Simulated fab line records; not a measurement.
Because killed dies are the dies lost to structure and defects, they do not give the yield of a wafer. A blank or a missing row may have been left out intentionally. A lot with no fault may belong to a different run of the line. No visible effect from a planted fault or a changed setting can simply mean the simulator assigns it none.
The tool behind it: which one? ; flow gf180mcu ; 37 wafers sampled from 13 lots at 1 step of a route of 602

## WHAT EACH GAUGE READ, for each wafer
GF_V4_BOW_MEAS_05. Usual: for V4_BOW the level is 134 um and the standard deviation is 9.6.
lot;measured;on;V4_BOW (um);flag
L770;day 23 09:20;film-metro-01;144 143 139;
L771;day 23 14:27;film-metro-02;128 129 136;
L772;day 23 21:08;film-metro-02;141 143 129;
L773;day 24 11:52;film-metro-04;125 129 131;
L775;day 25 02:02;film-metro-02;137 128 144;
L776;day 25 11:02;film-metro-04;145 130 136;
L777;day 25 17:04;film-metro-02;135 120 127;
L778;day 26 07:20;film-metro-04;125 138 133;
L779;day 26 14:32;film-metro-01;147 140 141;
L784;day 28 05:23;film-metro-01;150 132;
L785;day 28 09:43;film-metro-01;145 134;
L790;day 29 17:08;film-metro-04;148 155 157;
L792;day 30 06:29;film-metro-02;128 123 127;

## WHICH TOOL RAN EACH LOT (tool, then ch and the chambers of the sampled wafers, then the start)
Record: no process step prior to these readings.

## AS READ BY THE TOOLS THEMSELVES (means over the sampled wafers that have a number; for cases with no such wafer, the mark the record gives instead)
The record holds no such reading with a usual standard deviation.

## THE ANSWER, worked out from the rows above alone
Rule: take the mean of a lot's wafers that have a number; if it is more than 3 standard deviations from the usual mean, the lot is off. A lot without any number at a reading at which 4 lots or more have one is off too. All remaining lots with rows at the step are treated as sound. The gauges are gone through in route order, then the tools' own readings, and for those a lot's mean is taken as printed above. At the first step where some lot is off, the reading lying furthest off is the one used; lots without a number count as furthest.
No lot is off on any of the readings shown, so nothing can be concluded from this.

## WHAT THE SIMULATOR PUT IN
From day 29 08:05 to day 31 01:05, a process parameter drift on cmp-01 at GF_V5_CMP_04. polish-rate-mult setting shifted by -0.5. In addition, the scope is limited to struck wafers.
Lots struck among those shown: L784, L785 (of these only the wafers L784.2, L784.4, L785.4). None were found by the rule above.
